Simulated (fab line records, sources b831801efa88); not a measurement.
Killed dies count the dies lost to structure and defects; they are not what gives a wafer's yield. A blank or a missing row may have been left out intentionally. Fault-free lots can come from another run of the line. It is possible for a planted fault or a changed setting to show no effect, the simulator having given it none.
Which tool did it? || flow sky130 || 39 wafers from 13 lots sampled at 3 of the route's 708 steps

WHAT EACH GAUGE READ, for each wafer
SKY_NWELL_TW_MEAS_26. Usual: NWELL_2_TW 492, standard deviation 3.5.
{"lot": "L168", "measured": "day 5 11:23", "on": "filmMetro-03", "NWELL_2_TW": "497 492 490", "flag": ""}
{"lot": "L169", "measured": "day 5 17:08", "on": "filmMetro-01", "NWELL_2_TW": "498 497 497", "flag": ""}
{"lot": "L170", "measured": "day 5 19:20", "on": "filmMetro-04", "NWELL_2_TW": "498 495 495", "flag": ""}
{"lot": "L172", "measured": "day 6 05:41", "on": "filmMetro-01", "NWELL_2_TW": "494 496 494", "flag": ""}
{"lot": "L177", "measured": "day 7 15:02", "on": "filmMetro-01", "NWELL_2_TW": "491 489 490", "flag": ""}
{"lot": "L178", "measured": "day 7 22:12", "on": "filmMetro-03", "NWELL_2_TW": "494 497 498", "flag": ""}
{"lot": "L179", "measured": "day 7 22:15", "on": "filmMetro-01", "NWELL_2_TW": "490 494 492", "flag": ""}
{"lot": "L183", "measured": "day 9 04:40", "on": "filmMetro-03", "NWELL_2_TW": "499 496 496", "flag": ""}
{"lot": "L186", "measured": "day 10 00:50", "on": "filmMetro-03", "NWELL_2_TW": "492 493 493", "flag": ""}
{"lot": "L187", "measured": "day 10 06:24", "on": "filmMetro-04", "NWELL_2_TW": "488 491 490", "flag": ""}
{"lot": "L188", "measured": "day 10 12:38", "on": "filmMetro-03", "NWELL_2_TW": "493 491 492", "flag": ""}
{"lot": "L190", "measured": "day 10 21:50", "on": "filmMetro-04", "NWELL_2_TW": "488 486 487", "flag": ""}
{"lot": "L191", "measured": "day 11 02:29", "on": "filmMetro-04", "NWELL_2_TW": "489 489 489", "flag": ""}

SKY_VIA1_THK_MEAS_23: measures by xrf. Usual: VIA1_W_THK 275 nm, standard deviation 3.7.
{"lot": "L168", "measured": "day 34 06:17", "on": "filmMetro-03", "VIA1_W_THK (nm)": "278 269 274", "flag": ""}
{"lot": "L169", "measured": "day 34 10:37", "on": "filmMetro-03", "VIA1_W_THK (nm)": "280 280 278", "flag": ""}
{"lot": "L170", "measured": "day 34 20:28", "on": "filmMetro-04", "VIA1_W_THK (nm)": "276 278 275", "flag": ""}
{"lot": "L172", "measured": "day 35 05:35", "on": "filmMetro-02", "VIA1_W_THK (nm)": "273 273 270", "flag": ""}
{"lot": "L177", "measured": "day 36 21:47", "on": "filmMetro-04", "VIA1_W_THK (nm)": "278 279 280", "flag": ""}
{"lot": "L178", "measured": "day 37 16:38", "on": "filmMetro-04", "VIA1_W_THK (nm)": "273 272 275", "flag": ""}
{"lot": "L179", "measured": "day 37 16:50", "on": "filmMetro-02", "VIA1_W_THK (nm)": "279 280 278", "flag": ""}
{"lot": "L183", "measured": "day 39 03:05", "on": "filmMetro-02", "VIA1_W_THK (nm)": "277 280 278", "flag": ""}
{"lot": "L186", "measured": "day 40 01:49", "on": "filmMetro-02", "VIA1_W_THK (nm)": "273 270 274", "flag": ""}
{"lot": "L187", "measured": "day 40 09:58", "on": "filmMetro-03", "VIA1_W_THK (nm)": "280 282 283", "flag": ""}
{"lot": "L188", "measured": "day 40 19:23", "on": "filmMetro-03", "VIA1_W_THK (nm)": "282 280 279", "flag": ""}
{"lot": "L190", "measured": "day 41 09:32", "on": "filmMetro-03", "VIA1_W_THK (nm)": "269 269 269", "flag": ""}
{"lot": "L191", "measured": "day 41 05:55", "on": "filmMetro-02", "VIA1_W_THK (nm)": "283 277 278", "flag": ""}

WHICH TOOL RAN EACH LOT (tool, then ch and the chambers of the sampled wafers, then the start)
{"lot": "L168", "SKY_LDD_LDN_DEVELOP_06": "lithoTrack-02 ch 0, day 22 21:29"}
{"lot": "L169", "SKY_LDD_LDN_DEVELOP_06": "lithoTrack-01 ch 0, day 23 08:06"}
{"lot": "L170", "SKY_LDD_LDN_DEVELOP_06": "lithoTrack-01 ch 0, day 23 15:39"}
{"lot": "L172", "SKY_LDD_LDN_DEVELOP_06": "lithoTrack-02 ch 0, day 24 06:20"}
{"lot": "L177", "SKY_LDD_LDN_DEVELOP_06": "lithoTrack-01 ch 0, day 26 03:03"}
{"lot": "L178", "SKY_LDD_LDN_DEVELOP_06": "lithoTrack-02 ch 0, day 26 19:25"}
{"lot": "L179", "SKY_LDD_LDN_DEVELOP_06": "lithoTrack-02 ch 0, day 26 21:55"}
{"lot": "L183", "SKY_LDD_LDN_DEVELOP_06": "lithoTrack-04 ch 0, day 28 13:35"}
{"lot": "L186", "SKY_LDD_LDN_DEVELOP_06": "lithoTrack-02 ch 0, day 29 12:53"}
{"lot": "L187", "SKY_LDD_LDN_DEVELOP_06": "lithoTrack-01 ch 0, day 29 22:16"}
{"lot": "L188", "SKY_LDD_LDN_DEVELOP_06": "lithoTrack-01 ch 0, day 30 10:00"}
{"lot": "L190", "SKY_LDD_LDN_DEVELOP_06": "lithoTrack-04 ch 0, day 31 02:08"}
{"lot": "L191", "SKY_LDD_LDN_DEVELOP_06": "lithoTrack-01 ch 0, day 30 22:45"}
- SKY_LDD_LDN_DEVELOP_06: develop time 60 s.

AS READ BY THE TOOLS THEMSELVES (means over the sampled wafers that have a number; for cases with no such wafer, the mark the record gives instead)
SKY_LDD_LDN_DEVELOP_06. Usual: developerTempC 23.01 C, standard deviation 0.11.
{"lot": "L168", "tool": "lithoTrack-02", "developerTempC (C)": 23.08, "flag": ""}
{"lot": "L169", "tool": "lithoTrack-01", "developerTempC (C)": 23.05, "flag": ""}
{"lot": "L170", "tool": "lithoTrack-01", "developerTempC (C)": 23.04, "flag": ""}
{"lot": "L172", "tool": "lithoTrack-02", "developerTempC (C)": 23.05, "flag": ""}
{"lot": "L177", "tool": "lithoTrack-01", "developerTempC (C)": 22.95, "flag": ""}
{"lot": "L178", "tool": "lithoTrack-02", "developerTempC (C)": 23.92, "flag": "OFF"}
{"lot": "L179", "tool": "lithoTrack-02", "developerTempC (C)": 23.96, "flag": "OFF"}
{"lot": "L183", "tool": "lithoTrack-04", "developerTempC (C)": 23.18, "flag": ""}
{"lot": "L186", "tool": "lithoTrack-02", "developerTempC (C)": 22.96, "flag": ""}
{"lot": "L187", "tool": "lithoTrack-01", "developerTempC (C)": 22.94, "flag": ""}
{"lot": "L188", "tool": "lithoTrack-01", "developerTempC (C)": 23.06, "flag": ""}
{"lot": "L190", "tool": "lithoTrack-04", "developerTempC (C)": 23.06, "flag": ""}
{"lot": "L191", "tool": "lithoTrack-01", "developerTempC (C)": 22.98, "flag": ""}

THE ANSWER, worked out from the rows above alone
Rule: a lot is off if the mean of its wafers that have a number lies more than 3 standard deviations from the usual mean. A lot without any number at a reading at which 4 lots or more have one is off too. Any other lot the step has rows for is counted as sound. After the gauges, taken in route order, come the tools' own readings; for these a lot's mean is taken, as printed above. The first step at which some lot is off is used, and at that step the reading that is off furthest; a lot without a number counts as furthest.
Off: L178, L179 (SKY_LDD_LDN_DEVELOP_06, developerTempC).
If a tool, at that step or one of the process steps before it, ran each lot that is off and ran no sound lot following the first of them, it fits. Not one of the candidates tried fits.

WHAT THE SIMULATOR HAD PUT IN
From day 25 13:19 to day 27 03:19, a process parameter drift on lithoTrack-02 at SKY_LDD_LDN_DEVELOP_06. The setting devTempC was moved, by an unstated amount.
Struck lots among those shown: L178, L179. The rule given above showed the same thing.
